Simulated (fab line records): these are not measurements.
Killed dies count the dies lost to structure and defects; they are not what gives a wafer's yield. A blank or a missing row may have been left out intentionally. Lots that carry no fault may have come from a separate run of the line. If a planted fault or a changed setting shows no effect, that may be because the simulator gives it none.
Struck lot and sound lot, side by side    flow gf180mcu    33 out of 602 route steps
Sound: wafers L526.1, L526.4, L526.6. The struck wafers were L534.2, L534.4, L534.5. The cause is given at the end.
Per side, at each step with rows, come the tool, then ch with its chambers, and then its first start. Under that, the readings that differ: sound wafers    struck wafers    difference of the means    sigmas: that difference in standard deviations of wafers without a fault.
alike: readings with means less than 2 such deviations apart, plus words and numbers identical on both sides. not compared: withheld readings, readings lacking a value on some wafer, bounds such as >300 that could conceal the same value, and numbers that have no deviation in the record and whose values overlap.
Wherever a step has rows on one side only, a row that says differs or no value, or a row with sigmas, the two part there. Numbers that have no deviation but don't overlap get no sigmas and don't part them. Lack of a reading on every wafer of one side parts them only where that side has two or more wafers.

GF_HV_LDD_TW_MEAS_23:
  struck on film_metro-01, day 13 14:59; sound on film_metro-03, day 11 07:10
  alike: HV_LDD_2_TW
then, 7 steps without rows for these wafers: GF_HV_LDD_DEHYDRATE_24 (time 60 s); GF_HV_LDD_HMDS_25 (prime time 60 s); GF_HV_LDD_COAT_26 (resist thk 1000 nm); GF_HV_LDD_SOFTBAKE_27 (time 60 s); GF_HV_LDD_EXPOSE_28 (exposes mask Nplus HV AREA, target cd 400 nm); GF_HV_LDD_PEB_29; GF_HV_LDD_DEVELOP_30 (develop time 60 s).
GF_HV_LDD_CD_MEAS_31 targets a cd of 400 nm.
  struck on cd_sem-02, day 14 10:50; sound on cd_sem-02, day 12 01:16
  alike: cd_nm
GF_HV_LDD_OVL_MEAS_32:
  struck on overlay-02, day 14 10:56; sound on overlay-02, day 12 01:23
  alike: HV_LDD_02_OVL
then, 2 steps without rows for these wafers: GF_HV_LDD_IMPLANT_33; GF_HV_LDD_IMPLANT_34.
GF_HV_LDD_IMPLANT_35:
  sound on implanter-04 ch 0, day 12 01:43; struck on implanter-01 ch 0, day 14 11:18
reading                    sound                 struck                difference  sigmas
beam_energy_keV            59.994 59.981 59.995  67.280 67.240 67.257  +7.269      +99 or more
model.implant.rp_nm (nm)   65.2 65.2 65.2        70.12 70.12 70.12     +4.92       
model.implant.drp_nm (nm)  28.81 28.81 28.81     31.82 31.82 31.82     +3.01       
then, 1 step without rows for these wafers: GF_HV_LDD_IMPLANT_36.
GF_HV_LDD_STRIP_37: strips in O2/N2.
  sound on plasma_asher-04 ch 0,1, day 12 02:01; struck on plasma_asher-04 ch 0, day 14 11:34
  alike: drypump_motor_current_A, heater_power_w, oes_product_au, strip_time_to_endpoint_s
  not compared: rf_hours_counter_h
GF_HV_LDD_TW_MEAS_38:
  struck on film_metro-01, day 14 11:41; sound on film_metro-03, day 12 02:07
  alike: HV_LDD_3_TW
then, 7 steps without rows for these wafers: GF_HV_LDD_DEHYDRATE_39 (time 60 s); GF_HV_LDD_HMDS_40 (prime time 60 s); GF_HV_LDD_COAT_41 (resist thk 1000 nm); GF_HV_LDD_SOFTBAKE_42 (time 60 s); GF_HV_LDD_EXPOSE_43 (exposes mask Pplus HV AREA, target cd 400 nm); GF_HV_LDD_PEB_44; GF_HV_LDD_DEVELOP_45 (develop time 60 s).
GF_HV_LDD_CD_MEAS_46 targets a cd of 400 nm.
  struck on cd_sem-02, day 15 09:30; sound on cd_sem-01, day 12 21:38
  alike: cd_nm
GF_HV_LDD_OVL_MEAS_47:
  struck on overlay-02, day 15 09:37; sound on overlay-01, day 12 21:45
reading             sound        struck        difference  sigmas
HV_LDD_03_OVL (nm)  2.9 4.4 3.7  0.7 -0.4 2.3  -2.8        -2
then, 1 step without rows for these wafers: GF_HV_LDD_IMPLANT_48.
GF_HV_LDD_STRIP_49: strips in O2/N2.
  sound on plasma_asher-04 ch 0, day 12 21:56; struck on plasma_asher-02 ch 0,1, day 15 09:47
  alike: drypump_motor_current_A, heater_power_w, oes_product_au, strip_time_to_endpoint_s
  not compared: rf_hours_counter_h
GF_HV_LDD_TW_MEAS_50:
  struck on film_metro-04, day 15 09:54; sound on film_metro-04, day 12 22:02
  alike: HV_LDD_4_TW
then, 1 step without rows for these wafers: GF_HV_LDD_CLEAN_51 (cleans in SC1/SC2, time 150 s).
GF_HV_LDD_RTA_52: time 10 s.
  sound on rtp_anneal-02 ch 0, day 12 22:09; struck on rtp_anneal-01 ch 0, day 15 10:01
  alike: lamp_power_pct, wafer_temp_C_max
GF_HV_LDD_RS_MEAS_53: a four-point-probe measurement.
  struck on film_metro-04, day 15 10:05; sound on film_metro-03, day 12 22:13
reading             sound              struck             difference  sigmas
HV_LDD_RS (ohm/sq)  420.2 419.8 419.3  403.9 404.1 404.3  -15.7       -16
then, 1 step without rows for these wafers: GF_HV_LDD_CVD_54 (deposits SiO2 from TEOS, target thk 10 nm, time 75 s).
-- here the record skips 16 days between the struck wafers' starts before and after, leaving off in module HV_LDD and picking up in module PASSIVATION (first step shown: number 602 of the route) --
GF_PASSIVATION_PROBE_99:
  the record has rows for the struck wafers here (prober-01, day 31 17:11) and none for the sound ones

WHERE THEY PART
At GF_HV_LDD_IMPLANT_35 first; at GF_PASSIVATION_PROBE_99 last (within this record only).

WHY: what had been put in by the simulator
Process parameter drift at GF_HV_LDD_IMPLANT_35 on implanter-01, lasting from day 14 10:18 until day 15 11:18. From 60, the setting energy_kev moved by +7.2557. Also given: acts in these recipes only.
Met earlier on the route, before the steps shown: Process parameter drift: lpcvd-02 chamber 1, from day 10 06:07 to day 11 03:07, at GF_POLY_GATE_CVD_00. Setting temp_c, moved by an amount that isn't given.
